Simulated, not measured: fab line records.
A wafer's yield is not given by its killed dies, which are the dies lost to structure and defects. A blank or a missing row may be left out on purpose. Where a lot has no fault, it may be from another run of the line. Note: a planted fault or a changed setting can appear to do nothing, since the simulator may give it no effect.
2 desks looking at one fault :: flow gf180mcu :: only its own numbers are on each desk; what lay behind them is given at the end

== TOOL OWNER'S DESK, lpcvd-02 ==
The tool's own readings at GF_STI_CVD_03 (deposits Si3N4 from DCS/NH3, target thk 207.16 nm, time 3551 s): means of the sampled wafers that have a number, for each lot that ran on this tool. A lot is out of limits, marked OUT, if its mean lies more than 4 standard deviations from the usual mean; the brackets give that distance.
Columns: A = spike tc bottom C at GF_STI_CVD_03, usual 789.7 C; B = spike tc centre C at GF_STI_CVD_03, usual 770.2 C; C = spike tc lower C at GF_STI_CVD_03, usual 770.1 C; D = zone power centre pct at GF_STI_CVD_03, usual 13.22 %; E = zone power lower pct at GF_STI_CVD_03, usual 13.7 %; F = zone power top pct at GF_STI_CVD_03, usual 24.1 %; G = zone power upper pct at GF_STI_CVD_03, usual 13.2 %
lot: L576
first seen here: day 1 16:51
A: 792.9
B: 771.4
C: 770.8
D: 12.85
E: 13.0
F: 26.6
G: 13.2

lot: L578
first seen here: day 2 04:26
A: 792.6
B: 771.0
C: 770.2
D: 12.98
E: 12.8
F: 26.6
G: 13.2

lot: L586
first seen here: day 3 18:34
A: 792.1
B: 770.6
C: 770.1
D: 13.14
E: 12.8
F: 26.6
G: 13.0

lot: L587
first seen here: day 4 02:36
A: 792.9
B: 770.7
C: 771.2
D: 12.91
E: 12.8
F: 26.5
G: 13.3

lot: L589
first seen here: day 4 10:31
A: 788.1
B: 769.1
C: 769.6
D: 13.26
E: 14.2
F: 22.4
G: 13.8

lot: L593
first seen here: day 5 05:42
A: 788.7
B: 782.4 (+8.7) OUT
C: 768.0
D: 16.68 (+12) OUT
E: 12.2
F: 22.8
G: 12.0

lot: L597
first seen here: day 6 02:18
A: 788.9
B: 783.4 (+9.5) OUT
C: 769.1
D: 16.86 (+13) OUT
E: 12.1
F: 22.7
G: 11.9
Finding of this desk: L593, L597 out of limits; the first was L593 at day 5 05:42, on spike tc centre C at GF_STI_CVD_03. Within limits: L576, L578, L586, L587, L589.

== FROM THE METROLOGY DESK ==
What the gauges read for every lot (on any tool): the sampled wafers with a number, averaged. A lot is out of limits, marked OUT, if its mean lies more than 4 standard deviations from the usual mean; the brackets give that distance.
Columns: A = STI_CVD_03_THK at GF_STI_THK_MEAS_04, usual 207.0 nm; B = SAB_OVL at GF_SAB_OVL_MEAS_10, usual -0.7 nm; C = V3_BOW at GF_V3_BOW_MEAS_05, usual 116 um
lot: L576
first seen here: day 1 18:50
A: 204.9
B: 0.1
C: 98

lot: L578
first seen here: day 2 06:26
A: 207.3
B: 1.4
C: 125

lot: L581
first seen here: day 2 21:53
A: 205.7
B: -1.4
C: 114

lot: L583
first seen here: day 3 07:32
A: 208.5
B: 0.5
C: 121

lot: L585
first seen here: day 3 15:55
A: 209.0
B: -2.3
C: 114

lot: L586
first seen here: day 3 21:34
A: 208.0
B: -2.6
C: 111

lot: L587
first seen here: day 4 04:35
A: 209.5
B: 0.2
C: 102

lot: L589
first seen here: day 4 12:31
A: 207.2
B: -3.0
C: 117

lot: L593
first seen here: day 5 07:42
A: 230.4 (+13) OUT
B: -0.1
C: 115

lot: L594
first seen here: day 5 14:54
A: 207.1
B: 0.6
C: 115

lot: L597
first seen here: day 6 05:17
A: 220.9 (+7.7) OUT
B: -0.5
C: 125

lot: L598
first seen here: day 6 08:34
A: 206.6
B: -0.8
C: 118
This desk reports L593, L597 out of limits; the earliest was L593 at day 5 07:42 (STI_CVD_03_THK at GF_STI_THK_MEAS_04). Within limits: L576, L578, L581, L583, L585, L586, L587, L589, L594, L598.

== ALL TOGETHER ==
An alarm could have come from the tool owner's desk at day 5 05:42, on L593, L597.
At day 5 07:42 the metrology desk could have sounded an alarm, on L593, L597.
All the named lots went through GF_STI_CVD_03 on lpcvd-02.

== WHAT WAS PUT IN BY THE SIMULATOR ==
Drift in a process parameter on lpcvd-02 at GF_STI_CVD_03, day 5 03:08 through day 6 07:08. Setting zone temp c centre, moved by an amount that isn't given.
Shown lots that were struck: L593, L597.
Counting hours from when the fault started, the first reading out of limits came at 3 for the tool owner's desk and at 5 for the metrology desk.
